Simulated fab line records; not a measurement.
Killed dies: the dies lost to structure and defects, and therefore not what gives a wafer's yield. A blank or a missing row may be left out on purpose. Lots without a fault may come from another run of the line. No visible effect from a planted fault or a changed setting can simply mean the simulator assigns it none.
2 desks, one fault    flow sky130    every desk sees just its own numbers, and what lay behind them comes last

## THE METROLOGY DESK
What the gauges read for every lot (on any tool): the sampled wafers with a number, averaged. A lot is out of limits, marked OUT, if its mean lies more than 4 standard deviations from the usual mean; the brackets give that distance.
Columns: A = cd_nm at SKY_CONTACT_CD_MEAS_14, usual 170.2 nm
lot   first seen here  A
L707  day 30 17:34     170.4
L709  day 31 16:35     168.5
L713  day 33 14:56     173.0
L714  day 33 19:01     170.8
L715  day 34 10:02     170.9
L723  day 37 04:58     170.0
L722  day 37 05:04     171.6
L725  day 37 06:54     171.0
L726  day 37 16:04     170.2
L728  day 39 02:14     168.6
L730  day 39 06:43     167.2
Finding of this desk: none of the 11 lots has anything out of limits.

## AT THE TOOL OWNER'S DESK: rie_diel-01
The tool's own readings at SKY_CONTACT_ETCH_18 (etches Si3N4 in CHF3/O2, stops on TiN, time 39 s, target depth 75 nm): means of the sampled wafers that have a number, for each lot that ran on this tool. A lot is out of limits, marked OUT, if its mean lies more than 4 standard deviations from the usual mean; the brackets give that distance.
Columns: A = O2_flow_sccm at SKY_CONTACT_ETCH_18, usual 4.999 sccm; B = bias_w at SKY_CONTACT_ETCH_18, usual 200.0 W; C = drypump_motor_current_A at SKY_CONTACT_ETCH_18, usual 5.6 A; D = oes_product_au at SKY_CONTACT_ETCH_18, usual 0.854 a.u.; E = throttle_valve_pct at SKY_CONTACT_ETCH_18, usual 8.793 %
lot   first seen here  A      B      C    D      E
L707  day 30 17:00     4.988  200.1  5.5  0.857  8.799
L713  day 33 15:00     4.990  200.2  5.5  0.845  8.789
L714  day 33 19:00     4.996  200.7  5.7  0.856  8.802
L726  day 37 16:00     4.997  200.1  5.7  0.852  8.794
L730  day 39 06:00     5.001  199.8  5.6  0.854  8.796
Finding of this desk: none of the 5 lots has anything out of limits.

## BROUGHT TOGETHER
The metrology desk saw nothing out of limits.
The tool owner's desk saw nothing out of limits.

## WHAT THE SIMULATOR HAD INSERTED
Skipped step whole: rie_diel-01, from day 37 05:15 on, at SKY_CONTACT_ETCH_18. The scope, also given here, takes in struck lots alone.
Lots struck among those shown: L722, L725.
